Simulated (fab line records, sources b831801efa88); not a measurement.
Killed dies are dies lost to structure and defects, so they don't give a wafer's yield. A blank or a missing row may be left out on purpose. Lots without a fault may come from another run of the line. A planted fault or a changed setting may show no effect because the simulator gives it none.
Which tool did it? | flow gf180mcu | 7 lots, 21 wafers sampled, at 1 step of a route of 602

WHAT THE GAUGES READ, wafer by wafer
GF_LVPWELL_OVL_MEAS_07.
lot  | measured    | on         | LVPWELL_OVL (nm)
L140 | day 4 02:10 | overlay-02 | 1.3 -1.1 -1.0
L143 | day 4 18:46 | overlay-02 | 1.2 1.0 -0.2
L148 | day 5 23:22 | overlay-02 | -0.8 1.9 -1.4
L155 | day 7 13:45 | overlay-01 | 0.7 0.4 -1.2
L158 | day 8 08:31 | overlay-02 | -1.6 -0.1 -1.5
L160 | day 8 20:08 | overlay-01 | -1.3 -0.9 -1.9
L162 | day 9 06:43 | overlay-01 | -1.9 0.0 -0.6

WHICH TOOL RAN EACH LOT (tool, then ch and the chambers of the sampled wafers, then the start)
The record holds no process step before these readings.

THE ANSWER, worked out from the rows above alone
Rule: what is usual is taken from the lots themselves. Put in order of their means at a reading, lots are off if they are a third of the lots or fewer, leave a main group of 4 or more, and stand apart from it by a gap of 3 or more times the standard deviation of the main group's means; of several such gaps the widest counts. A main group whose means are all the same, to the digits that the tables above print for the reading, isn't used. A lot without any number at a reading at which 4 lots or more have one is off too. The other lots that the step has rows for count as sound.
No lot is off at any reading shown: from this, nothing can be told.

WHAT THE SIMULATOR HAD PUT IN
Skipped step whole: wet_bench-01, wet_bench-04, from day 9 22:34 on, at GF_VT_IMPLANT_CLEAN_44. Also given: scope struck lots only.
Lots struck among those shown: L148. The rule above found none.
